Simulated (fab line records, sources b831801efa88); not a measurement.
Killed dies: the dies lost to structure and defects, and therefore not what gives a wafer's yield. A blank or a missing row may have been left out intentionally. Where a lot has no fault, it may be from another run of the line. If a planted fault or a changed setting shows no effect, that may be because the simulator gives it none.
fab line records	flow sky130
record lots=6	wafers=16	last-day=50
route steps=708 shown LDD_LDN@300 SPACER@304 POLY_CUT@307
lots that met no fault: taken from a fault-free run of the same line
start-h: start of the lot's first displayed wafer, in hours after the record's first day	wait-h: hours elapsed since this lot's preceding step	" same as the row above	L1.1+2: a row that stands for several wafers	- value missing, or start not given	* or withheld: withheld	< > ~ a bound
route shown NAME@n: names a module that has steps shown in the file, with the first one's number in the route	usual: mean/standard deviation taken from wafers without a fault	same: alike in all rows	chamber/n: place in a boat	sites: each site's reading	_std_site: how widely they spread, as a standard deviation	_edge_site: mean of outer sites minus mean of inner sites	radius-mm: how far each site lies from the wafer's centre	mask NAME#n: copy n	behind: tool/chamber where the wafer was last shaped	hold: what put the lot on hold/how long, in hours/how the hold closed	device: names the non-switching transistor (n, p or np)	end of line: the tests these same wafers got at the end of their route	for a step that has no rows: nothing shown but its recipe	killed: not the wafer's yield, but the dies lost to structure and defects at the first sort	map: per-die view of a wafer (x killed, . not killed, _ where there is no die)
set.NAME: the setting as run; set.NAME@STEP: as run at that earlier step	model.NAME: the simulator's own value behind a step, which no gauge read
lots at some steps of the route; a table a step, a row a wafer
services: the hour from which a tool's chamber was out of use, counted from the record's first day as start-h (under 0 if before that day), plus the number of hours and why
## steps
# step SKY_LDD_LDN_IMPLANT_11
# recipe species=As	energy-kev=15	dose-cm2=1.25e+13	tilt-deg=withheld	rotation-deg=293
# step SKY_LDD_LDN_STRIP_12
# recipe chemistry=O2/N2	power-w=1400	pressure-mtorr=1500	platen-temp-c=withheld	o2-flow-sccm=3000	n2-flow-sccm=300	overash-fraction=0.5
# usual drypump-motor-current-A=5.7/0.36	oes-product-au=0.715/0.0046	strip-time-to-endpoint-s=14.19/0.037
lot.wafer	tool	chamber	start-h	wait-h	drypump-motor-current-A	oes-product-au	rf-hours-counter-h	strip-time-to-endpoint-s
L745.1	plasma-asher-01	0	534.11	0.1	5.4	0.718	11	14.29
L745.4	"	1	"	"	5.8	0.714	-	14.27
L745.6	"	1	"	"	5.8	0.720	-	14.23
L751.4	plasma-asher-01	1	586.05	0.1	5.9	0.704	-	14.24
L751.5	"	1	"	"	5.8	0.718	-	14.25
L751.6	"	0	"	"	5.5	0.716	-	14.21
L758.2	plasma-asher-01	0	645.00	0.1	5.4	0.712	22	14.19
L758.6	"	1	"	"	5.8	0.718	-	14.20
L759.5	plasma-asher-01	0	658.42	0.1	5.5	0.720	-	14.22
L759.6	"	1	"	"	5.8	0.715	-	14.24
L763.3	plasma-asher-01	0	690.40	0.1	5.5	0.713	-	14.18
L763.4	"	1	"	"	5.8	0.712	-	14.20
L763.6	"	1	"	"	5.9	0.715	-	14.23
L765.1	plasma-asher-01	0	704.62	0.1	5.5	0.708	28	14.23
L765.2	"	1	"	"	5.8	0.710	28	14.15
L765.5	"	0	"	"	5.5	0.714	-	14.20
# step SKY_LDD_LDN_TW_MEAS_13
# usual LDD_LDN_TW=1472/6.9
lot.wafer	tool	chamber	start-h	wait-h	LDD_LDN_TW
L745.1	film-metro-03	-	534.21	0.1	1486
L745.4	"	-	"	"	1473
L745.6	"	-	"	"	1479
L751.4	film-metro-04	-	586.15	0.1	1464
L751.5	"	-	"	"	1473
L751.6	"	-	"	"	1478
L758.2	film-metro-01	-	645.11	0.1	1474
L758.6	"	-	"	"	1464
L759.5	film-metro-03	-	658.50	0.0	1467
L759.6	"	-	"	"	1475
L763.3	film-metro-04	-	690.49	0.1	1461
L763.4	"	-	"	"	1469
L763.6	"	-	"	"	1468
L765.1	film-metro-03	-	704.72	0.1	1473
L765.2	"	-	"	"	1473
L765.5	"	-	"	"	1482
# step SKY_LDD_LDN_CLEAN_14
# recipe chemistry=SC1/SC2	mix=1:4:20	temp-c=70	time-s=150	dry=n2-spin
# step SKY_SPACER_CVD_00
# recipe material=Si3N4	precursor=DCS/NH3	target-thk-nm=43.1	temp-c=770	time-s=740	pressure-mtorr=250
# step SKY_SPACER_THK_MEAS_01
# recipe reads=Si3N4_of_SPACER_CVD_00
# usual SPACER_CVD_00_THK=43.3/0.36
lot.wafer	tool	chamber	start-h	wait-h	SPACER_CVD_00_THK[nm]
L745.1	film-metro-02	-	535.52	0.0	43.1
L745.4	"	-	"	"	42.9
L745.6	"	-	"	"	43.0
L751.4	film-metro-01	-	589.48	0.0	43.5
L751.5	"	-	"	"	43.3
L751.6	"	-	"	"	43.8
L758.2	film-metro-03	-	647.01	0.0	43.8
L758.6	"	-	"	"	44.3
L759.5	film-metro-03	-	659.95	0.0	42.8
L759.6	"	-	"	"	42.5
L763.3	film-metro-02	-	692.51	0.0	43.0
L763.4	"	-	"	"	43.4
L763.6	"	-	"	"	43.0
L765.1	film-metro-01	-	706.04	0.0	42.8
L765.2	"	-	"	"	43.0
L765.5	"	-	"	"	42.8
# step SKY_SPACER_ETCHBACK_02
# recipe chemistry=CH3F/O2	target=Si3N4	stop-on=SiO2	source-w=400	bias-w=80	pressure-mtorr=25	ch3f-flow-sccm=40	O2_flow_sccm=30	time-s=46.7	target-depth-a=450
# usual drypump-motor-current-A=5.62/0.26	oes-product-au=0.856/0.006	throttle-valve-pct=10.561/0.009
lot.wafer	tool	chamber	start-h	wait-h	drypump-motor-current-A	oes-product-au	rf-hours-counter-h	throttle-valve-pct
L745.1	rie-diel-02	0	535.58	0.1	5.47	0.860	4	10.549
L745.4	"	1	"	"	6.08	0.847	6	10.568
L745.6	"	1	"	"	6.07	0.853	-	10.557
L751.4	rie-diel-02	3	589.51	0.0	5.55	0.860	0	10.556
L751.5	"	3	"	"	5.54	0.858	-	10.560
L751.6	"	2	"	"	5.28	0.867	-	10.566
L758.2	rie-diel-01	1	647.06	0.0	5.84	0.863	2	10.556
L758.6	"	3	"	"	5.26	0.865	-	10.544
L759.5	rie-diel-03	0	659.99	0.0	5.34	0.848	-	10.564
L759.6	"	1	"	"	5.61	0.842	-	10.552
L763.3	rie-diel-01	0	692.55	0.0	5.51	0.847	10	10.555
L763.4	"	2	"	"	5.87	0.863	27	10.561
L763.6	"	1	"	"	5.84	0.864	-	10.565
L765.1	rie-diel-01	1	706.10	0.1	5.79	0.855	4	10.554
L765.2	"	2	"	"	5.84	0.860	27	10.557
L765.5	"	3	"	"	5.33	0.851	-	10.567
# step SKY_POLY_CUT_DEHYDRATE_00
# recipe temp-c=200	time-s=60
# step SKY_POLY_CUT_HMDS_01
# recipe prime-time-s=60	prime-temp-c=120
# step SKY_POLY_CUT_COAT_02
# recipe resist=BARC	temp-c=withheld	time-s=withheld	spin-rpm=3000	resist-thk-nm=60
# step SKY_POLY_CUT_COAT_03
# recipe resist=KrF-thick	spin-rpm=3000	resist-thk-nm=450
# step SKY_POLY_CUT_SOFTBAKE_04
# recipe temp-c=100	time-s=90	resist=KrF-thick
# step SKY_POLY_CUT_EXPOSE_05
# recipe mask-id=NPCM	na=0.8	source-shape=annular	sigma-inner=0.55	sigma-outer=0.85	target-cd-nm=270	dose-mj=32
# same sigma-outer=0.85
lot.wafer	tool	chamber	start-h	wait-h	mask
L745.1+4+6	krf-scanner-01	0	550.64	-	NPCM#0
L751.4+5+6	krf-scanner-02	0	604.33	-	NPCM#0
L758.2+6	krf-scanner-02	0	661.19	-	NPCM#0
L759.5+6	krf-scanner-02	0	674.15	-	NPCM#0
L763.3+4+6	krf-scanner-01	0	706.73	-	NPCM#0
L765.1+2+5	krf-scanner-01	0	720.11	-	NPCM#0
# step SKY_POLY_CUT_PEB_06
# recipe peb-temp-c=withheld	peb-time-s=withheld	resist=KrF-thick
# step SKY_POLY_CUT_DEVELOP_07
# recipe develop-time-s=60	resist=KrF-thick	dev-temp-c=21
# step SKY_POLY_CUT_CD_MEAS_08
# recipe target-cd-nm=270
# usual cd-nm=269.5/1.4
lot.wafer	tool	chamber	start-h	wait-h	cd-nm
L745.1	cd-sem-02	-	565.07	-	268.8
L745.4	"	-	"	"	269.2
L745.6	"	-	"	"	267.7
L751.4	cd-sem-01	-	618.68	-	269.3
L751.5	"	-	"	"	270.7
L751.6	"	-	"	"	270.7
L758.2	cd-sem-01	-	675.58	-	270.2
L758.6	"	-	"	"	252.9
L759.5	cd-sem-02	-	687.97	-	254.3
L759.6	"	-	"	"	254.1
L763.3	cd-sem-01	-	720.86	-	271.7
L763.4	"	-	"	"	267.5
L763.6	"	-	"	"	269.3
L765.1	cd-sem-01	-	733.26	-	270.3
L765.2	"	-	"	"	270.4
L765.5	"	-	"	"	270.2
# step SKY_POLY_CUT_OVL_MEAS_09
# usual POLY_CUT_OVL=0/7
lot.wafer	tool	chamber	start-h	wait-h	POLY_CUT_OVL[nm]
L745.1	overlay-02	-	565.19	0.1	-14
L745.4	"	-	"	"	-6
L745.6	"	-	"	"	-4
L751.4	overlay-02	-	618.76	0.1	-7
L751.5	"	-	"	"	-10
L751.6	"	-	"	"	2
L758.2	overlay-02	-	675.69	0.1	6
L758.6	"	-	"	"	5
L759.5	overlay-02	-	688.03	0.0	5
L759.6	"	-	"	"	-3
L763.3	overlay-01	-	720.95	0.1	-2
L763.4	"	-	"	"	-8
L763.6	"	-	"	"	0
L765.1	overlay-01	-	733.38	0.1	-4
L765.2	"	-	"	"	-11
L765.5	"	-	"	"	-4
# step SKY_POLY_CUT_ETCH_10
# recipe chemistry=N2/H2	target=BARC	ion-energy-ev=200	source-w=500	bias-w=100	pressure-mtorr=30	n2-flow-sccm=100	h2-flow-sccm=200	stop-on=SiO2	time-s=45.9	target-depth-a=600
# usual drypump-motor-current-A=5.6/0.32	oes-product-au=0.855/0.0049	throttle-valve-pct=13.225/0.0094
lot.wafer	tool	chamber	start-h	wait-h	drypump-motor-current-A	oes-product-au	rf-hours-counter-h	throttle-valve-pct	model.POLY_CUT.cd-nm
L745.1	rie-diel-02	1	565.22	0.0	6.1	0.846	6	13.208	267.6
L745.4	"	0	"	"	5.4	0.860	-	13.225	269.1
L745.6	"	2	"	"	5.3	0.854	-	13.221	267.9
L751.4	rie-diel-04	0	618.78	0.0	5.5	0.854	9	13.227	269.9
L751.5	"	2	"	"	6.4	0.864	-	13.223	269.8
L751.6	"	3	"	"	5.9	0.851	-	13.218	270.8
L758.2	rie-diel-01	3	675.72	0.0	5.3	0.853	12	13.229	269.2
L758.6	"	3	"	"	5.3	0.854	-	13.228	251.9
L759.5	rie-diel-02	3	688.06	0.0	5.5	0.858	-	13.233	253.3
L759.6	"	0	"	"	5.4	0.860	-	13.234	254.7
L763.3	rie-diel-02	1	720.98	0.0	6.1	0.848	9	13.217	271.4
L763.4	"	3	"	"	5.6	0.852	3	13.225	267
L763.6	"	1	"	"	6.1	0.860	-	13.216	269
L765.1	rie-diel-01	2	733.42	0.0	5.8	0.846	28	13.221	271.7
L765.2	"	0	"	"	5.6	0.853	11	13.219	270.7
L765.5	"	0	"	"	5.6	0.852	-	13.230	270.8
# step SKY_POLY_CUT_ETCH_11
# recipe target=Si3N4	chemistry=CF4/CH2F2/Ar	stop-on=poly-Si	source-w=600	bias-w=150	pressure-mtorr=40	cf4-flow-sccm=40	ch2f2-flow-sccm=20	Ar_flow_sccm=150	time-s=42.5	target-depth-a=600
# usual drypump-motor-current-A=5.6/0.32	oes-product-au=0.827/0.0073	throttle-valve-pct=14.995/0.01
lot.wafer	tool	chamber	start-h	wait-h	drypump-motor-current-A	oes-product-au	rf-hours-counter-h	throttle-valve-pct	model.POLY_CUT.cd-nm
L745.1	rie-diel-02	1	565.27	0.0	6.1	0.818	6	14.986	267.5
L745.4	"	0	"	"	5.4	0.820	-	14.986	269.2
L745.6	"	2	"	"	5.3	0.822	-	15.006	267.8
L751.4	rie-diel-04	0	618.82	0.0	5.5	0.813	9	15.003	269.9
L751.5	"	2	"	"	6.4	0.816	-	14.986	269.7
L751.6	"	3	"	"	5.9	0.816	-	15.010	270.8
L758.2	rie-diel-01	3	675.76	0.0	5.3	0.832	12	14.983	269.2
L758.6	"	3	"	"	5.3	0.839	-	15.001	251.8
L759.5	rie-diel-02	3	688.11	0.0	5.5	0.820	-	14.990	253.4
L759.6	"	0	"	"	5.4	0.833	-	14.995	254.9
L763.3	rie-diel-02	1	721.02	0.0	6.1	0.844	9	15.002	271.3
L763.4	"	3	"	"	5.5	0.830	3	14.998	266.9
L763.6	"	1	"	"	6.1	0.842	-	15.001	268.9
L765.1	rie-diel-01	2	733.46	0.0	5.9	0.835	28	14.977	271.7
L765.2	"	0	"	"	5.5	0.838	11	14.985	270.7
L765.5	"	0	"	"	5.5	0.833	-	14.996	270.8
# step SKY_POLY_CUT_STRIP_12
# recipe chemistry=O2/N2	power-w=1400	pressure-mtorr=1500	platen-temp-c=withheld	o2-flow-sccm=3000	n2-flow-sccm=300	overash-fraction=0.5
# usual drypump-motor-current-A=5.3/0.41	oes-product-au=0.452/0.0042	strip-time-to-endpoint-s=5.352/0.016
lot.wafer	tool	chamber	start-h	wait-h	drypump-motor-current-A	oes-product-au	rf-hours-counter-h	strip-time-to-endpoint-s
L745.1	plasma-asher-02	0	565.31	0.0	6.3	0.456	46	5.351
L745.4	"	0	"	"	6.3	0.446	-	5.359
L745.6	"	0	"	"	6.3	0.455	-	5.365
L751.4	plasma-asher-03	0	618.89	0.1	5.1	0.453	-	5.368
L751.5	"	1	"	"	5.1	0.454	-	5.371
L751.6	"	0	"	"	5.1	0.453	-	5.346
L758.2	plasma-asher-03	0	675.80	0.0	5.0	0.449	85	5.323
L758.6	"	1	"	"	5.1	0.447	-	5.353
L759.5	plasma-asher-01	1	688.19	0.1	5.9	0.456	-	5.348
L759.6	"	0	"	"	5.4	0.448	-	5.358
L763.3	plasma-asher-01	1	721.09	0.1	5.8	0.451	-	5.343
L763.4	"	0	"	"	5.5	0.454	-	5.323
L763.6	"	1	"	"	5.8	0.454	-	5.330
L765.1	plasma-asher-03	0	733.50	0.0	5.1	0.457	91	5.360
L765.2	"	1	"	"	5.1	0.452	91	5.358
L765.5	"	0	"	"	5.1	0.457	-	5.362
## services
tool	chamber	start-h	hours	kind
krf-scanner-01	-	512.92	0.3	repair
krf-scanner-02	-	527.16	14.8	repair
rie-diel-03	2	532.48	36.3	repair
rie-diel-03	0	547.21	5.8	repair
rie-diel-04	1	548.06	7.6	repair
rie-diel-04	2	556.44	3.9	repair
rie-diel-01	0	560.59	4.1	repair
rie-diel-04	3	568.03	5.3	repair
plasma-asher-02	-	586.14	12.0	repair
krf-scanner-01	-	590.69	1.0	pm
rie-diel-02	-	590.82	1.0	repair
krf-scanner-02	-	596.72	1.0	pm
rie-diel-02	0	600.40	10.4	repair
krf-scanner-02	-	607.84	1.1	repair
krf-scanner-01	-	610.03	0.8	pm
krf-scanner-02	-	610.84	0.8	pm
krf-scanner-01	-	617.14	8.5	repair
krf-scanner-02	-	625.62	1.3	pm
plasma-asher-03	-	630.73	1.2	repair
krf-scanner-01	-	632.68	1.3	pm
plasma-asher-02	-	645.45	5.3	repair
krf-scanner-01	-	685.71	0.2	repair
plasma-asher-03	-	712.82	2.8	pm
rie-diel-02	-	730.96	0.3	repair
## key
first-sign step=SKY_POLY_CUT_CD_MEAS_08	reading=cd-nm	direction=down	sigmas=11	usual=269.5	struck=253.8
effect none on later readings
model-effect step=SKY_POLY_CUT_ETCH_10	value=POLY_CUT.cd-nm	without=271.5	struck=253.3
model-effect step=SKY_POLY_CUT_ETCH_11	value=POLY_CUT.cd-nm	without=271.6	struck=253.4
met-at SKY_POLY_CUT_EXPOSE_05
struck-wafers L758.6,L759.5,L759.6
tester-left-out L758,L759
onset-between 604.33 661.19
fault kind=process-parameter-drift	tool=krf-scanner-02	chamber=-	onset-h=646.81	steps=SKY_POLY_CUT_EXPOSE_05	channel=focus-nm	offset=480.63	shape=step	end-h=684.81	scope=struck-wafers-only
# tester-left-out: of these lots the tester's yield and bins aren't shown, on N5 and GAA mostly nor the transistor test; their killed dies are dies lost to structure and defects alone, not to doping, threshold or leakage, so they don't give the yield
